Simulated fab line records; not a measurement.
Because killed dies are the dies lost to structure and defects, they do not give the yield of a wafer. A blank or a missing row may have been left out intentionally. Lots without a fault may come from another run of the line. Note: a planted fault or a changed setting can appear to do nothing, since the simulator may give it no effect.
Struck lot and sound lot, side by side :: flow gf180mcu :: 19 out of 602 route steps
Sound: wafers L422.3, L422.4, L422.6. Struck: wafers L438.4, L438.6 (left out: L438.5, a lot-mate that was not struck); the cause follows at the end.
Each step with rows lists, per side, the tool, then ch with its chambers, then its first start. Under that, the readings that differ: sound wafers :: struck wafers :: difference of the means :: sigmas: that difference in standard deviations of wafers without a fault.
alike: a reading whose means differ by less than 2 such deviations, as well as words and numbers matching on both sides. not compared: withheld readings; readings where some wafer has no value; bounds like >300 that might hide an equal value; numbers whose values overlap and for which the record gives no deviation.
A row with sigmas, a row that says differs or no value, or rows on one side alone: a step with any of these is where the two part. Non-overlapping numbers with no deviation appear without sigmas and do not part them. A reading that every wafer of one side lacks parts them only if that side has two wafers or more.

first, 1 step without rows for these wafers: GF_CONTACT_CMP_27 (polishes, stops on SiO2, t overpolish 15 s, target thk 0 nm).
GF_M1_SPUTTER_00: material Ti, target thk 37.5 nm, time 150 s.
  sound on pvd-sputter-03, day 17 12:47; struck on pvd-sputter-04, day 23 08:36
  alike: throttle-valve-pct
GF_M1_SPUTTER_01: material TiN, target thk 30 nm, time 25 s.
  sound on pvd-sputter-03, day 17 12:53; struck on pvd-sputter-04, day 23 08:42
  alike: throttle-valve-pct
then, 1 step without rows for these wafers: GF_M1_SPUTTER_02 (material AlCu, target thk 450 nm, time 23.9 s).
GF_M1_SPUTTER_03: material Ti, target thk 10 nm, time 6.7 s.
  sound on pvd-sputter-03, day 17 12:57; struck on pvd-sputter-04, day 23 08:46
  alike: throttle-valve-pct
GF_M1_SPUTTER_04: material TiN, target thk 50 nm, time 41.7 s.
  sound on pvd-sputter-03, day 17 12:58; struck on pvd-sputter-04, day 23 08:47
  alike: throttle-valve-pct
GF_M1_RS_MEAS_05: uses a four-point probe to measure.
  sound on film-metro-04, day 17 13:03; struck on film-metro-04, day 23 08:53
reading: M1_ALCU_RS (ohm/sq)
sound: 0.0694 0.0705 0.0699
struck: 0.0680 0.0681
difference: -0.0019
sigmas: -2
GF_M1_THK_MEAS_06: measures by xrf.
  sound on film-metro-04, day 17 13:09; struck on film-metro-04, day 23 08:58
reading: M1_ALCU_THK (nm)
sound: 451 442 445
struck: 461 461
difference: +15
sigmas: +2
then, 4 steps without rows for these wafers: GF_M1_DEHYDRATE_07 (time 60 s); GF_M1_HMDS_08 (prime time 60 s); GF_M1_COAT_09 (resist thk 1000 nm); GF_M1_SOFTBAKE_10 (time 60 s).
GF_M1_EXPOSE_11: exposes mask Metal1, target cd 230 nm.
  sound on krf-scanner-01 ch 0, day 18 00:38; struck on krf-scanner-01 ch 0, day 23 20:04
  alike: mask
then, 2 steps without rows for these wafers: GF_M1_PEB_12 (peb time 90 s); GF_M1_DEVELOP_13 (develop time 60 s).
GF_M1_CD_MEAS_14: target cd 230 nm.
  sound on cd-sem-01, day 18 12:33; struck on cd-sem-02, day 24 07:39
reading: cd-nm (nm)
sound: 231.8 231.5 230.8
struck: 173.9 174.2
difference: -57.3
sigmas: -57
GF_M1_OVL_MEAS_15:
  sound on overlay-02, day 18 12:38; struck on overlay-01, day 24 07:43
  alike: M1_OVL
GF_M1_METAL_ETCH_16: etches the open film in Cl2/BCl3, stops on SiO2, target depth 627.5 nm, time 104.6 s.
  sound on rie-metal-03 ch 0,1, day 18 12:42; struck on rie-metal-01 ch 0, day 24 07:47
reading: oes-product-au (a.u.)
sound: 0.964 0.965 0.968
struck: 0.984 0.978
difference: +0.015
sigmas: +2

reading: throttle-valve-pct (%)
sound: 28.253 28.259 28.261
struck: 28.227 28.227
difference: -0.031
sigmas: -3

reading: model.M1.cd-nm (nm)
sound: 238.2 232.8 237
struck: 173.1 172.1
difference: -63.4
sigmas: 
  alike: drypump-motor-current-A, rf-fwd-power-W
  not compared: rf-hours-counter-h
GF_M1_STRIP_17: strips in O2/N2.
  sound on plasma-asher-01 ch 0,1, day 18 12:49; struck on plasma-asher-03 ch 0,1, day 24 07:53
reading: strip-time-to-endpoint-s (s)
sound: 7.98 7.94 7.99
struck: 7.83 7.83
difference: -0.14
sigmas: -3
  alike: drypump-motor-current-A, heater-power-w, oes-product-au
  not compared: rf-hours-counter-h

WHERE THEY PART
Last at GF_M1_STRIP_17 as far as this record goes, first at GF_M1_RS_MEAS_05.

WHY: what had been put in by the simulator
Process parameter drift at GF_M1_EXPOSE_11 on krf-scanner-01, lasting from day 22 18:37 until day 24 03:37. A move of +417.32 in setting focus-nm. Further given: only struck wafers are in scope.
